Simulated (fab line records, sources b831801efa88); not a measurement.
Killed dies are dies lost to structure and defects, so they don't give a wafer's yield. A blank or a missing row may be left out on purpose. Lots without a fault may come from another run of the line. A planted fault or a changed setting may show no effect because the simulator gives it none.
One fault seen from 2 desks | flow gf180mcu | each desk has only its own numbers; what lay behind them comes last

THE METROLOGY DESK
What the gauges read, lot by lot, whatever tool the lot ran on: means of the sampled wafers that have a number. A lot is out of limits, marked OUT, if its mean lies more than 4 standard deviations from the usual mean; the brackets give that distance.
Columns: A = SALICIDE_TIN_RS at GF_SALICIDE_RS_MEAS_04, usual 16.26 ohm/sq; B = SALICIDE_TIN_THK at GF_SALICIDE_THK_MEAS_05, usual 19.80 nm; C = CONTACT_W_THK at GF_CONTACT_THK_MEAS_26, usual 306 nm
lot  | first seen here | A     | B                | C
L102 | day 15 19:14    | 16.00 | 19.63            | 308
L106 | day 17 16:10    | 16.02 | 19.43            | 311
L110 | day 18 20:43    | 16.09 | 19.74            | 304
L111 | day 19 13:05    | 15.97 | 21.22 (+5.3) OUT | 300
L112 | day 19 16:33    | 15.82 | 21.24 (+5.3) OUT | 308
L113 | day 20 02:35    | 16.09 | 20.32            | 305
L119 | day 22 05:20    | 16.30 | 19.75            | 316
L120 | day 22 12:40    | 16.33 | 19.84            | 311
L121 | day 22 21:14    | 16.39 | 19.67            | 305
L122 | day 23 03:55    | 15.96 | 19.88            | 301
L123 | day 23 11:34    | 16.37 | 19.83            | 301
L124 | day 23 23:04    | 16.35 | 19.65            | 308
This desk's finding: out of limits on L111, L112; first on L111, day 19 13:11 (SALICIDE_TIN_THK at GF_SALICIDE_THK_MEAS_05). In limits: L102, L106, L110, L113, L119, L120, L121, L122, L123, L124.

THE TOOL OWNER'S DESK: pvd_sputter-03
The tool's own readings at GF_SALICIDE_SPUTTER_03 (material TiN, target thk 20 nm, time 16.7 s): means of the sampled wafers that have a number, for each lot that ran on this tool. A lot is out of limits, marked OUT, if its mean lies more than 4 standard deviations from the usual mean; the brackets give that distance.
Columns: A = cathode_dc_power_W at GF_SALICIDE_SPUTTER_03, usual 6499.9 W; B = throttle_valve_pct at GF_SALICIDE_SPUTTER_03, usual 30.5 %
lot  | first seen here | A                        | B
L102 | day 15 19:11    | 6500.7                   | 30.4
L106 | day 17 16:08    | 6500.8                   | 30.8
L111 | day 19 13:02    | 6893.6 (+99 or more) OUT | 30.8
L112 | day 19 16:31    | 6893.6 (+99 or more) OUT | 30.7
L120 | day 22 12:38    | 6499.9                   | 30.7
L121 | day 22 21:10    | 6498.7                   | 30.8
L124 | day 23 23:01    | 6500.5                   | 30.9
This desk's finding: out of limits on L111, L112; first on L111, day 19 13:02 (cathode_dc_power_W at GF_SALICIDE_SPUTTER_03). In limits: L102, L106, L120, L121, L124.

PUT TOGETHER
The tool owner's desk could have raised an alarm at day 19 13:02, on L111, L112.
The metrology desk could have raised an alarm at day 19 13:11, on L111, L112.
Of the lots named, all ran GF_SALICIDE_SPUTTER_03 on pvd_sputter-03.

WHAT THE SIMULATOR HAD PUT IN
Process parameter drift: pvd_sputter-03, from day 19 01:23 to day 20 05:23, at GF_SALICIDE_SPUTTER_03. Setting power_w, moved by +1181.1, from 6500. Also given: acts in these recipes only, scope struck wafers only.
Lots struck among those shown: L111, L112.
Hours from the fault's start to each desk's first reading out of limits: the tool owner's desk, 12; the metrology desk, 12.
